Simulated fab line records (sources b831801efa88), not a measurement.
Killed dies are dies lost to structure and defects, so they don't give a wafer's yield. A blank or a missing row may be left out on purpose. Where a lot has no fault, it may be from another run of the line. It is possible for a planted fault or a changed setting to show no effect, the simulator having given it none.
A lot that was struck, set against a sound lot	flow sky130	21 steps out of a route of 708
Sound: wafers L701.1, L701.5, L701.6. Wafers L690.1, L690.2, L690.3 were the ones struck. The cause is given at the end.
Each step with rows lists, per side, the tool, then ch with its chambers, then its first start. Under that, the readings that differ: sound wafers	struck wafers	difference of the means	sigmas: that difference in standard deviations of wafers without a fault.
alike: readings whose means differ by less than 2 such deviations, and words and numbers that are the same on both sides. not compared: withheld readings, readings that some wafer has no value for, bounds like >300 that may hide the same value, and numbers for which the record gives no deviation and whose values overlap.
A row with sigmas, a row that says differs or no value, or rows on one side alone: a step with any of these is where the two part. Numbers that have no deviation but don't overlap get no sigmas and don't part them. A reading that every wafer of one side lacks parts them only if that side has two wafers or more.

first, 1 step without rows for these wafers: SKY_RES_XHIGH_IMPLANT_07.
SKY_RES_XHIGH_STRIP_08: strips in O2/N2.
  sound on plasmaAsher-04 ch 0,1, day 32 20:31; struck on plasmaAsher-01 ch 0,1, day 29 13:37
reading	sound	struck	difference	sigmas
drypumpMotorCurrentA (A)	6.7 6.6 6.7	6.2 4.7 4.7	-1.5	-2
  alike: oesProductAu, stripTimeToEndpointS
  not compared: rfHoursCounterH
SKY_RES_XHIGH_TW_MEAS_09:
  sound on filmMetro-02 at day 32 20:37; struck on filmMetro-01 at day 29 13:43
  alike: RES_XHIGH_TW
then, 7 steps without rows for these wafers: SKY_SD_N_DEHYDRATE_00 (time 60 s); SKY_SD_N_HMDS_01 (prime time 60 s); SKY_SD_N_COAT_02 (resist thk 1140 nm); SKY_SD_N_SOFTBAKE_03 (time 60 s); SKY_SD_N_EXPOSE_04 (exposes mask NSDM, target cd 380 nm); SKY_SD_N_PEB_05; SKY_SD_N_DEVELOP_06 (develop time 60 s).
SKY_SD_N_CD_MEAS_07: target cd 380 nm.
  sound on cdSem-01 at day 33 22:13; struck on cdSem-01 at day 30 17:10
  alike: cdNm
SKY_SD_N_OVL_MEAS_08:
  sound on overlay-02 at day 33 22:20; struck on overlay-02 at day 30 17:17
  alike: SD_N_OVL
SKY_SD_N_IMPLANT_09:
  sound on implanter-03 ch 0, day 33 22:23; struck on implanter-01 ch 0, day 30 17:19
reading	sound	struck	difference	sigmas
beamOnS (s)	16.6 16.8 17.1	20.3 20.0 20.3	+3.4	+8
endStationPressureTorr (Torr)	1.5e-05 1.45e-05 1.54e-05	5.68e-05 5.63e-05 5.89e-05	+4.24e-05	+56
faradayCurrentUA	13142 12923 12734	11175 11298 11239	-1696	-5
then, 1 step without rows for these wafers: SKY_SD_N_IMPLANT_10.
SKY_SD_N_STRIP_11: strips in O2/N2.
  sound on plasmaAsher-02 ch 0,1, day 33 22:41; struck on plasmaAsher-01 ch 0,1, day 30 17:37
reading	sound	struck	difference	sigmas
stripTimeToEndpointS (s)	22.56 22.58 22.53	23.20 23.16 23.19	+0.63	+16
  alike: drypumpMotorCurrentA, oesProductAu
  not compared: rfHoursCounterH
SKY_SD_N_TW_MEAS_12:
  sound on filmMetro-03 at day 33 22:47; struck on filmMetro-03 at day 30 17:43
  alike: SD_N_TW
then, 1 step without rows for these wafers: SKY_SD_N_CLEAN_13 (cleans in SC1/SC2, time 150 s).
SKY_SD_N_RTA_14: time 2 s.
  sound on rtpAnneal-02 ch 0, day 33 22:53; struck on rtpAnneal-02 ch 0, day 30 17:50
  alike: lampPowerPct, wafer_temp_C_max
SKY_SD_N_RS_MEAS_16: measures by four-point-probe.
  sound on filmMetro-01 at day 33 23:04; struck on filmMetro-02 at day 30 18:22
reading	sound	struck	difference	sigmas
SD_N_RS (ohm/sq)	68.61 68.74 68.57	67.40 67.34 67.59	-1.20	-9
  not compared: hold
SKY_SD_N_RS_MEAS_17: measures by four-point-probe.
  sound on filmMetro-01 at day 33 23:11; struck on filmMetro-02 at day 31 00:52
reading	sound	struck	difference	sigmas
hold	- - -	awaitDispo/6.3h/release awaitDispo/6.3h/release awaitDispo/6.3h/release	no value on the sound wafers	
  alike: SD_P_RS
-- a jump in the record: the struck wafers' starts before and after are 17 days apart (it breaks off in module SD_N and resumes in module PAD_OPEN, where the first step shown is number 708 of the route) --
SKY_PAD_OPEN_PROBE_99:
  sound on prober-01 at day 50 00:32; struck on prober-01 at day 47 20:47
reading	sound	struck	difference	sigmas
model.etest.resNdiff.lineOhmUm	776 784 778.1	718.1 732.6 734.1	-51.1	
model.etest.resNdiffHv.rsOhmSq	114.3 115.3 115.1	108.9 110 109.2	-5.5	
model.etest.resNdiff.rsOhmSq	122.4 121.2 121.9	115.2 114.9 114.9	-6.8	
  alike: killed_at_M0_to_M3, killed_at_M4_up, killedAtContacts, killedAtFrontEnd, killedAtOther, killedDies, killedOnRim, killedOpen, killedShort

== WHERE THEY PART ==
First at SKY_RES_XHIGH_STRIP_08; last, within this record, at SKY_SD_N_RS_MEAS_17. Later steps at which nothing parts them and some readings are alike: SKY_PAD_OPEN_PROBE_99.

WHY: whatever the simulator had introduced
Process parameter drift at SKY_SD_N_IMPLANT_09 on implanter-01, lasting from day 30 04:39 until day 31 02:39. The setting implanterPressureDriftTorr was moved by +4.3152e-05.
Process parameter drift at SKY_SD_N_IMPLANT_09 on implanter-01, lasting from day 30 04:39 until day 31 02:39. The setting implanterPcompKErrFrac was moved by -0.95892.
